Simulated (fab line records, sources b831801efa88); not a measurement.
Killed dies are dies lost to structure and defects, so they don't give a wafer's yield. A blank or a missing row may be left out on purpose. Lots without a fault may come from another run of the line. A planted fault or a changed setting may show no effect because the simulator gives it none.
Chamber matching | flow gf180mcu | GF_V2_CMP_04 on cmp-01: 4 sister chambers
The step polishes SiO2. 15 wafers are shown with their chamber, then 7 later ones without.

WAFERS WITH THEIR CHAMBER
wafer  | chamber | motor_current_A (A) | time_to_endpoint_s (s) | slurry_flow_ml_min
L905.1 | 1       | 12.0                | 78                     | 149.9
L905.2 | 2       | 10.9                | 77                     | 150.0
L905.6 | 2       | 11.4                | 83                     | 150.5
L907.1 | 3       | 11.4                | 77                     | 149.3
L907.3 | 2       | 11.1                | 70                     | 149.4
L907.6 | 2       | 10.9                | 70                     | 149.6
L912.3 | 2       | 10.9                | 67                     | 149.6
L920.2 | 3       | 12.0                | 77                     | 150.1
L920.3 | 0       | 11.5                | 83                     | 149.8
L920.5 | 1       | 11.9                | 83                     | 149.7
L922.1 | 0       | 11.7                | 80                     | 150.1
L922.4 | 2       | 11.2                | 70                     | 150.2
L922.5 | 2       | 10.6                | 71                     | 150.5
L923.1 | 0       | 11.4                | 81                     | 150.3
L923.3 | 3       | 11.8                | 85                     | 149.9

SIGNATURES (means of the wafers above)
reading            | chamber 0 | chamber 1 | chamber 2 | chamber 3 | scatter within a chamber
motor_current_A    | 11.533    | 11.950    | 11.000    | 11.733    | 0.241
time_to_endpoint_s | 81.33     | 80.50     | 72.57     | 79.67     | 4.69
slurry_flow_ml_min | 150.067   | 149.800   | 149.971   | 149.767   | 0.394
Rule: a wafer's distance from a chamber is the root of the sum, over the readings, of the square of ((its reading less the chamber's mean) divided by the reading's scatter). The wafer belongs to the nearest chamber; if the next one is less than 2 further off, it can't be placed. The scatter: the root of (the sum of the squares of (reading less its chamber's mean) over the shown wafers, divided by (wafers less chambers)).

WAFERS WITHOUT THEIR CHAMBER
wafer  | motor_current_A (A) | time_to_endpoint_s (s) | slurry_flow_ml_min
L923.4 | 10.3                | 74                     | 150.3
L927.1 | 11.1                | 71                     | 149.5
L927.4 | 12.1                | 74                     | 149.7
L927.5 | 12.3                | 74                     | 149.5
L926.3 | 11.9                | 74                     | 150.5
L926.4 | 10.9                | 70                     | 149.4
L926.5 | 12.4                | 73                     | 149.2

WHICH CHAMBER EACH WENT THROUGH
wafer  | from the rows above               | in truth
L923.4 | 2                                 | 2
L927.1 | can't be placed: 2 or 0 or 3      | 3
L927.4 | can't be placed: 1 or 3 or 0      | 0
L927.5 | can't be placed: 1 or 3 or 0      | 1
L926.3 | can't be placed: 1 or 3 or 0 or 2 | 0
L926.4 | 2                                 | 2
L926.5 | can't be placed: 1 or 3 or 0      | 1
Placed correctly: 2 of 7. Can't be placed from these rows: 5 (the true chamber is among the candidates in 5). Placed wrongly: 0.
